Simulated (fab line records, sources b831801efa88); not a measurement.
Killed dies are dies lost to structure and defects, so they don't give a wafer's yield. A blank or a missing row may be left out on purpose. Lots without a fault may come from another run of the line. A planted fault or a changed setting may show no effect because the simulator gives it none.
Which tool did it? | flow gf180mcu | 11 lots, 33 wafers sampled, at 3 steps of a route of 602

WHAT THE GAUGES READ, wafer by wafer
GF_V2_RS_MEAS_24: measures by four-point-probe.
lot  | measured     | on            | V2_W_RS (ohm/sq)
L173 | day 20 12:17 | film_metro-03 | 0.329 0.325 0.325
L174 | day 20 21:11 | film_metro-01 | 0.326 0.316 0.324
L176 | day 21 09:43 | film_metro-04 | 0.326 0.326 0.320
L177 | day 21 21:09 | film_metro-03 | 0.328 0.315 0.329
L179 | day 23 07:11 | film_metro-03 | 0.328 0.328 0.318
L183 | day 23 23:45 | film_metro-04 | 0.446 0.318 0.438
L185 | day 24 11:37 | film_metro-04 | 0.440 0.318 0.441
L192 | day 27 01:00 | film_metro-03 | 0.327 0.324 0.328
L194 | day 27 19:04 | film_metro-03 | 0.330 0.323 0.320
L195 | day 28 03:16 | film_metro-03 | 0.321 0.332 0.323
L196 | day 28 05:07 | film_metro-04 | 0.328 0.319 0.325

WHICH TOOL RAN EACH LOT (tool, then ch and the chambers of the sampled wafers, then the start)
lot  | GF_V2_CMP_04                  | GF_V2_CVD_23
L173 | cmp-01 ch 0,1,2, day 19 10:49 | cvd_w-01 ch 0,1, day 20 12:08
L174 | cmp-02 ch 0,1,3, day 19 19:19 | cvd_w-01 ch 0,1, day 20 21:04
L176 | cmp-01 ch 0,2, day 20 08:01   | cvd_w-01 ch 0,1, day 21 09:36
L177 | cmp-01 ch 0,1,3, day 20 19:58 | cvd_w-02 ch 0,1, day 21 21:02
L179 | cmp-02 ch 1,2,3, day 22 06:16 | cvd_w-02 ch 0,1, day 23 07:04
L183 | cmp-01 ch 0,2,3, day 22 23:50 | cvd_w-02 ch 0,1, day 23 23:38
L185 | cmp-02 ch 0,3, day 23 12:17   | cvd_w-02 ch 0,1, day 24 11:29
L192 | cmp-01 ch 0,1, day 26 03:28   | cvd_w-01 ch 0,1, day 27 00:53
L194 | cmp-01 ch 1,2,3, day 26 21:55 | cvd_w-02 ch 0,1, day 27 18:57
L195 | cmp-01 ch 0,1,2, day 27 05:55 | cvd_w-02 ch 0,1, day 28 03:08
L196 | cmp-02 ch 0,3, day 27 08:24   | cvd_w-02 ch 0,1, day 28 05:01
- GF_V2_CMP_04: polishes SiO2.
- GF_V2_CVD_23: deposits W, target thk 350 nm, time 104.94 s.

THE ANSWER, worked out from the rows above alone
Rule: what is usual is taken from the lots themselves. Put in order of their means at a reading, lots are off if they are a third of the lots or fewer, leave a main group of 4 or more, and stand apart from it by a gap of 3 or more times the standard deviation of the main group's means; of several such gaps the widest counts. A main group whose means are all the same, to the digits that the tables above print for the reading, isn't used. A lot without any number at a reading at which 4 lots or more have one is off too. The other lots that the step has rows for count as sound.
Off: L183, L185, at GF_V2_RS_MEAS_24 (V2_W_RS). The main group: mean 0.325 ohm/sq, standard deviation 0.0013.
A tool fits if, at a process step before that reading, it ran every lot that is off, and no sound lot after the first of them. The gauges at GF_V2_RS_MEAS_24 are tried like those tools. None of those tried fits.

WHAT THE SIMULATOR HAD PUT IN
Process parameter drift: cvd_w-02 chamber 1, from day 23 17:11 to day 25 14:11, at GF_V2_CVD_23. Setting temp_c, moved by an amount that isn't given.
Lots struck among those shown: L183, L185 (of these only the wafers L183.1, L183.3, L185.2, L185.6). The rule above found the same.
